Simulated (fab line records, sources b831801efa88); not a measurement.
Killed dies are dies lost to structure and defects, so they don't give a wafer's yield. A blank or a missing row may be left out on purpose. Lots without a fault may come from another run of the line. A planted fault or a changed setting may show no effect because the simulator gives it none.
A struck lot beside a sound one | flow sky130 | 14 steps out of a route of 708
Sound: wafers L453.2, L453.3, L453.6. Struck: wafers L444.1, L444.3, L444.6. The cause comes at the end.
At each step with rows: each side's tool, then ch and its chambers, then its first start. Under that, the readings that differ: sound wafers | struck wafers | difference of the means | sigmas: that difference in standard deviations of wafers without a fault.
alike: readings whose means differ by less than 2 such deviations, and words and numbers that are the same on both sides. not compared: withheld readings, readings that some wafer has no value for, bounds like >300 that may hide the same value, and numbers for which the record gives no deviation and whose values overlap.
The two part at a step that has a row with sigmas, a row that says differs or no value, or rows on one side only. Numbers that don't overlap but have no deviation are shown without sigmas and don't part them. A reading that every wafer of one side lacks parts them only if that side has two wafers or more.

first, 3 steps without rows for these wafers: SKY_METAL2_EXPOSE_12 (exposes mask MM2, target cd 140 nm); SKY_METAL2_PEB_13; SKY_METAL2_DEVELOP_14 (develop time 60 s).
SKY_METAL2_CD_MEAS_15: target cd 140 nm.
  sound on cd_sem-01, day 40 09:59; struck on cd_sem-02, day 37 23:54
  alike: cd_nm
SKY_METAL2_OVL_MEAS_16:
  sound on overlay-01, day 40 10:05; struck on overlay-02, day 38 00:01
  alike: METAL2_OVL
SKY_METAL2_DESCUM_17: chemistry O2, time 8 s.
  sound on rie_metal-02 ch 0,1, day 40 10:07; struck on rie_metal-01 ch 0,1, day 38 00:04
  alike: chamber_pressure_mTorr, drypump_motor_current_A, oes_product_au, temp_c
  not compared: rf_hours_counter_h
SKY_METAL2_ETCH_18: etches BARC in N2/H2, stops on SiO2, time 45.9 s, target depth 60 nm.
  sound on rie_metal-02 ch 0,1, day 40 10:09; struck on rie_metal-01 ch 0,1, day 38 00:05
  alike: chamber_pressure_mTorr, drypump_motor_current_A, oes_product_au, throttle_valve_pct
  not compared: rf_hours_counter_h
SKY_METAL2_METAL_ETCH_19: etches the open film in Cl2/BCl3, stops on SiO2, target depth 360 nm, time 78 s.
  sound on rie_metal-02 ch 0,1, day 40 10:13; struck on rie_metal-01 ch 0,1, day 38 00:09
  alike: chamber_pressure_mTorr, drypump_motor_current_A, oes_product_au, throttle_valve_pct
  not compared: rf_hours_counter_h
SKY_METAL2_STRIP_20: strips in O2/N2.
  sound on plasma_asher-04 ch 0,1, day 40 10:18; struck on plasma_asher-02 ch 0,1, day 38 00:14
  alike: chamber_pressure_mTorr, drypump_motor_current_A, oes_product_au, strip_time_to_endpoint_s
  not compared: rf_hours_counter_h
then, 3 steps without rows for these wafers: SKY_METAL2_STRIP_21 (strips in post etch residue remover, time 1200 s); SKY_METAL2_CLEAN_22 (cleans in IPA, time 180 s); SKY_METAL2_CLEAN_23 (cleans in O3/DIW).
SKY_VIA2_HDPCVD_00: deposits SiO2, target thk 1180 nm, time 196.7 s.
  sound on hdpcvd-02 ch 1,2, day 40 10:54; struck on hdpcvd-02 ch 0,2, day 38 00:56
  no value came back on the struck wafers for pressure_mtorr (mTorr), run_length_s (s), susceptor_temp_C (C); on the sound wafers pressure_mtorr (mTorr) reads 6.003 5.998 5.996
then, 1 step without rows for these wafers: SKY_PAD_OPEN_PROBE_99.

WHERE THEY PART
Only at SKY_VIA2_HDPCVD_00, within this record.

WHY: what the simulator had put in
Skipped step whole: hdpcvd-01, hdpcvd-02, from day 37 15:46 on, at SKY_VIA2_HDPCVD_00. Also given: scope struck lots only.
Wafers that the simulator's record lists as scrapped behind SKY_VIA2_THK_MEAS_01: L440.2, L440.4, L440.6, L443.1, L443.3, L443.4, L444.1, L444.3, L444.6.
